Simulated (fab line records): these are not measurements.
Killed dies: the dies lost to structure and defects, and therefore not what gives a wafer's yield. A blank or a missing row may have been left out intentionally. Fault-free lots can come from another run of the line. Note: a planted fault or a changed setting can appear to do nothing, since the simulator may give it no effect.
A lot that was struck, set against a sound lot :: flow gf180mcu :: 22 out of 602 route steps
Sound: wafers L652.3, L652.4, L652.5. Struck: wafer L659.1 (left out: L659.4, a lot-mate that was not struck); the cause follows at the end.
At each step with rows: each side's tool, then ch and its chambers, then its first start. Under that, the readings that differ: sound wafers :: struck wafers :: difference of the means :: sigmas: that difference in standard deviations of wafers without a fault.
alike: same words and numbers on both sides, and readings whose means sit less than 2 such deviations apart. not compared: any withheld reading, any reading some wafer has no value for, any bound like >300 that may hide the same value, and any number with overlapping values for which the record gives no deviation.
The two part at a step that has a row with sigmas, a row that says differs or no value, or rows on one side only. When numbers do not overlap yet have no deviation, they are printed without sigmas and do not part them. Lack of a reading on every wafer of one side parts them only where that side has two or more wafers.

first, 5 steps without rows for these wafers: GF_LVPWELL_COAT_02 (resist thk 3000 nm); GF_LVPWELL_SOFTBAKE_03; GF_LVPWELL_EXPOSE_04 (exposes mask LVPWELL, target cd 600 nm); GF_LVPWELL_PEB_05; GF_LVPWELL_DEVELOP_06 (develop time 60 s).
GF_LVPWELL_OVL_MEAS_07:
  sound: overlay-02 at day 4 01:39; struck: overlay-01 at day 5 18:04
  alike: LVPWELL_OVL
then, 2 steps without rows for these wafers: GF_LVPWELL_IMPLANT_08; GF_LVPWELL_IMPLANT_09.
GF_LVPWELL_STRIP_10: strips in O2/N2.
  sound on plasmaAsher-01 ch 0,1, day 4 02:01; struck on plasmaAsher-01 ch 0, day 5 18:24
reading: rfHoursCounterH (h)
sound: - - -
struck: 30
difference: no value on the sound wafers
sigmas: 

reading: stripTimeToEndpointS (s)
sound: 37.06 37.03 36.99
struck: 36.78
difference: -0.25
sigmas: -2
  alike: chamberPressureMTorr, drypumpMotorCurrentA, heaterPowerW, o2FlowSccm, oesProductAu
GF_LVPWELL_TW_MEAS_11:
  sound: filmMetro-04 at day 4 02:05; struck: filmMetro-02 at day 5 18:30
  alike: LVPWELL_TW
then, 2 steps without rows for these wafers: GF_MVSD_DEHYDRATE_00 (time 60 s); GF_MVSD_HMDS_01 (prime time 60 s).
GF_MVSD_COAT_02: resist thk 3000 nm.
  sound on lithoTrack-03 ch 0, day 4 08:47; struck on lithoTrack-01 ch 0, day 6 00:51
reading: exhaustPa (Pa)
sound: 45.2 45.6 45.4
struck: 43.5
difference: -1.9
sigmas: -2

reading: model.coat_of_MVSD_COAT_02.thkNm (nm)
sound: 3002 3003 3000
struck: 3036
difference: +34
sigmas: 
then, 3 steps without rows for these wafers: GF_MVSD_SOFTBAKE_03; GF_MVSD_EXPOSE_04 (exposes mask MVSD, target cd 1000 nm); GF_MVSD_PEB_05.
GF_MVSD_DEVELOP_06: develop time 60 s.
  sound on lithoTrack-03 ch 0; struck on lithoTrack-02 ch 0
reading: developerTempC (C)
sound: 22.76 23.00 22.77
struck: 23.09
difference: +0.25
sigmas: +2

reading: model.coat_of_MVSD_COAT_02.thkNm (nm)
sound: 3001 3002 2999
struck: 3035
difference: +34
sigmas: 
  alike: exhaustPa
GF_MVSD_OVL_MEAS_07:
  sound: overlay-02 at day 4 15:50; struck: overlay-01 at day 6 08:46
  alike: MVSD_OVL
then, 2 steps without rows for these wafers: GF_MVSD_IMPLANT_08; GF_MVSD_IMPLANT_09.
GF_MVSD_STRIP_10: strips in O2/N2.
  sound on plasmaAsher-04 ch 0,1, day 4 16:12; struck on plasmaAsher-03 ch 1, day 6 09:06
reading: drypumpMotorCurrentA (A)
sound: 6.0 5.8 6.0
struck: 5.0
difference: -0.9
sigmas: -2

reading: o2FlowSccm (sccm)
sound: 3001 3005 3002
struck: 2977
difference: -26
sigmas: -3

reading: rfHoursCounterH (h)
sound: - - -
struck: 46
difference: no value on the sound wafers
sigmas: 

reading: stripTimeToEndpointS (s)
sound: 36.97 36.98 36.95
struck: 37.38
difference: +0.41
sigmas: +4
  alike: chamberPressureMTorr, heaterPowerW, oesProductAu
GF_MVSD_TW_MEAS_11:
  sound: filmMetro-03 at day 4 16:17; struck: filmMetro-03 at day 6 09:12
  alike: MVSD_TW

WHERE THEY PART
At GF_LVPWELL_STRIP_10 first; at GF_MVSD_STRIP_10 last (within this record only). Later steps at which nothing parts them and some readings are alike: GF_MVSD_TW_MEAS_11.

WHY: whatever the simulator had introduced
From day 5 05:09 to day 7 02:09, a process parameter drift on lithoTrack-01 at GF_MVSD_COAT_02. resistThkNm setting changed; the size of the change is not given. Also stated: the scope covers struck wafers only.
